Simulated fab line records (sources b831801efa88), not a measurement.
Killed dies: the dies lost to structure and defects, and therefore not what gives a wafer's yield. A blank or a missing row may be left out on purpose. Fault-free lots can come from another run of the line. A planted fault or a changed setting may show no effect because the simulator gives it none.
Comparing a struck lot with a sound one -- flow sky130 -- 21 steps out of a route of 708
Sound: these wafers, L263.2, L263.3, L263.6. Struck: wafers L271.1, L271.5, L271.6. Last of all comes the cause.
Per side, at each step with rows, come the tool, then ch with its chambers, and then its first start. Under that, the readings that differ: sound wafers -- struck wafers -- difference of the means -- sigmas: that difference in standard deviations of wafers without a fault.
alike: a reading whose means differ by less than 2 such deviations, as well as words and numbers matching on both sides. not compared: withheld readings; readings where some wafer has no value; bounds like >300 that might hide an equal value; numbers whose values overlap and for which the record gives no deviation.
Wherever a step has rows on one side only, a row that says differs or no value, or a row with sigmas, the two part there. Non-overlapping numbers with no deviation appear without sigmas and do not part them. Lack of a reading on every wafer of one side parts them only where that side has two or more wafers.

SKY_POLY_GATE_CD_MEAS_22:
  sound on cd-sem-02 at day 17 03:58; struck on cd-sem-01 at day 20 03:19
  alike: cd-nm
then, 7 steps without rows for these wafers: SKY_LDD_N_DEHYDRATE_00 (time 60 s); SKY_LDD_N_HMDS_01 (prime time 60 s); SKY_LDD_N_COAT_02 (resist thk 306 nm); SKY_LDD_N_SOFTBAKE_03 (time 60 s); SKY_LDD_N_EXPOSE_04 (exposes mask NTM, target cd 840 nm); SKY_LDD_N_PEB_05; SKY_LDD_N_DEVELOP_06 (develop time 60 s).
SKY_LDD_N_OVL_MEAS_07:
  sound on overlay-01 at day 18 09:14; struck on overlay-02 at day 21 09:33
  alike: LDD_N_OVL
then, 3 steps without rows for these wafers: SKY_LDD_N_IMPLANT_08; SKY_LDD_N_IMPLANT_09; SKY_LDD_N_IMPLANT_10.
SKY_LDD_N_IMPLANT_11:
  sound on implanter-04 ch 0, day 18 09:44; struck on implanter-02 ch 0, day 21 10:21
then, 4 steps without rows for these wafers: SKY_LDD_N_IMPLANT_12; SKY_LDD_N_IMPLANT_13; SKY_LDD_N_IMPLANT_14; SKY_LDD_N_IMPLANT_15.
SKY_LDD_N_STRIP_16: strips in O2/N2.
  sound on plasma-asher-01 ch 0,1, day 18 10:28; struck on plasma-asher-01 ch 0,1, day 21 11:06
reading,sound,struck,difference,sigmas
strip-time-to-endpoint-s (s),4.387 4.407 4.383,4.611 4.593 4.609,+0.212,+15
  alike: drypump-motor-current-A, oes-product-au
  not compared: rf-hours-counter-h
SKY_LDD_N_TW_MEAS_17:
  sound on film-metro-03 at day 18 10:34; struck on film-metro-01 at day 21 11:12
reading,sound,struck,difference,sigmas
LDD_N_TW,2592 2604 2601,2653 2675 2689,+73,+4
then, 1 step without rows for these wafers: SKY_LDD_P_DEHYDRATE_00 (time 60 s).
-- here the record skips 27 days between the struck wafers' starts before and after, leaving off in module LDD_P and picking up in module PAD_OPEN (first step shown: number 708 of the route) --
SKY_PAD_OPEN_PROBE_99:
  sound on prober-02 at day 46 12:19; struck on prober-02 at day 48 10:47
reading,sound,struck,difference,sigmas
model.etest.tip-n.rs-ohm-sq,439.6 440.6 439.8,385 388.5 387.3,-53,
model.etest.nfet_01v8_lvt.vt-sat-v (V),0.5343 0.5324 0.538,0.5279 0.5275 0.5281,-0.0071,
  alike: killed_at_M0_to_M3, killed_at_M4_up, killed-at-contacts, killed-at-front-end, killed-at-other, killed-dies, killed-open, killed-short
  not compared: model.etest.nfet_01v8_turned.vt-sat-v, model.etest.nfet_01v8.vt-sat-v

== WHERE THEY PART ==
Earliest at SKY_LDD_N_STRIP_16; latest, in this record, at SKY_LDD_N_TW_MEAS_17. Later steps at which nothing parts them and some readings are alike: SKY_PAD_OPEN_PROBE_99.

WHY: the cause the simulator had injected
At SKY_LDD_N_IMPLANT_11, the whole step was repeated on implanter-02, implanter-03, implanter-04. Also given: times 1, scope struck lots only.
